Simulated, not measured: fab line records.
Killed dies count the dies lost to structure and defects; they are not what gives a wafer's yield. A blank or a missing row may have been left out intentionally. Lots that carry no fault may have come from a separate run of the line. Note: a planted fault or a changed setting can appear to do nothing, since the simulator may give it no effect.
Which tool did it? | flow sky130 | 14 lots (42 wafers sampled), 1 step of a 708-step route

== WHAT THE GAUGES READ, wafer by wafer ==
The record lacks any reading of a measuring or inspecting step that a usual standard deviation could be used to judge.

== EACH LOT AND THE TOOL THAT RAN IT (in order: tool; ch and the chambers of the sampled wafers; start) ==
lot  | SKY_FIELD_ISO_ETCH_17
L222 | rie si-02 ch 2,3, day 2 07:23
L223 | rie si-01 ch 0,1, day 2 10:46
L224 | rie si-02 ch 1,2,3, day 2 14:46
L225 | rie si-01 ch 0,1,3, day 2 23:11
L226 | rie si-02 ch 1,3, day 3 02:36
L227 | rie si-02 ch 0,1,3, day 3 06:32
L231 | rie si-02 ch 0,2,3, day 4 03:06
L233 | rie si-01 ch 0,1,2, day 4 13:33
L234 | rie si-02 ch 0,1,2, day 4 18:35
L236 | rie si-01 ch 1,2, day 5 07:15
L238 | rie si-01 ch 1,2,3, day 5 17:44
L240 | rie si-01 ch 0,1,3, day 6 03:02
L244 | rie si-01 ch 0,2, day 7 01:11
L245 | rie si-01 ch 2,3, day 7 04:19
- SKY_FIELD_ISO_ETCH_17: etches Si in HBr/Cl2/O2, target depth 342 nm, time 97.7 s.

== AS READ BY THE TOOLS THEMSELVES (means over the sampled wafers that have a number; for cases with no such wafer, the mark the record gives instead) ==
SKY_FIELD_ISO_ETCH_17.
lot  | tool      | drypump motor current A (A) | oes product au (a.u.) | rf fwd power W (W) | throttle valve pct (%)
L222 | rie si-02 | 5.6                         | 0.999                 | 599.4              | 25.652
L223 | rie si-01 | 5.2                         | 1.009                 | 593.4              | 25.661
L224 | rie si-02 | 5.7                         | 1.007                 | 597.0              | 25.650
L225 | rie si-01 | 5.6                         | 1.001                 | 595.2              | 25.650
L226 | rie si-02 | 5.8                         | 1.007                 | 597.4              | 25.652
L227 | rie si-02 | 5.6                         | 0.997                 | 597.7              | 25.660
L231 | rie si-02 | 5.6                         | 1.023                 | 628.1              | 25.651
L233 | rie si-01 | 5.6                         | 1.008                 | 596.1              | 25.660
L234 | rie si-02 | 5.9                         | 1.015                 | 630.4              | 25.650
L236 | rie si-01 | 5.7                         | 1.006                 | 597.5              | 25.647
L238 | rie si-01 | 5.6                         | 1.010                 | 594.1              | 25.647
L240 | rie si-01 | 5.5                         | 1.001                 | 595.0              | 25.660
L244 | rie si-01 | 5.9                         | 1.007                 | 598.4              | 25.655
L245 | rie si-01 | 6.0                         | 1.001                 | 593.1              | 25.664

== THE ANSWER, worked out from the rows above alone ==
Rule: the usual values come from the lots themselves. Put in order of their means at a reading, lots are off if they are a third of the lots or fewer, leave a main group of 4 or more, and stand apart from it by a gap of 3 or more times the standard deviation of the main group's means; of several such gaps the widest counts. A main group whose means are all the same, to the digits that the tables above print for the reading, isn't used. A lot without any number at a reading at which 4 lots or more have one is off too. All remaining lots with rows at the step are treated as sound. The gauges are gone through in route order, then the tools' own readings, and for those a lot's mean is taken as printed above. The first step at which some lot is off is used, and at that step the reading that is off furthest; a lot without a number counts as furthest.
Off: L231, L234, at SKY_FIELD_ISO_ETCH_17 (rf fwd power W). Mean 596.2 W and standard deviation 1.9 in the main group.
If a tool, at that step or one of the process steps before it, ran each lot that is off and ran no sound lot following the first of them, it fits. One fits: rie si-02 at SKY_FIELD_ISO_ETCH_17. Its last sound lot is L227 (day 3 06:32), its first lot that is off L231 (day 4 03:06): a fault that began between those two fits.
On the lots that are off, the tool's own readings at SKY_FIELD_ISO_ETCH_17 differ by more than 5 times the standard deviation of the sound lots' means, which bears it out; rf fwd power W reads 629.2 W there versus 596.2 W on the sound lots.

== WHAT HAD BEEN PUT IN BY THE SIMULATOR ==
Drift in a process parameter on rie si-02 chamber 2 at SKY_FIELD_ISO_ETCH_17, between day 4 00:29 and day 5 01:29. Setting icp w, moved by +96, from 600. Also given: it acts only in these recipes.
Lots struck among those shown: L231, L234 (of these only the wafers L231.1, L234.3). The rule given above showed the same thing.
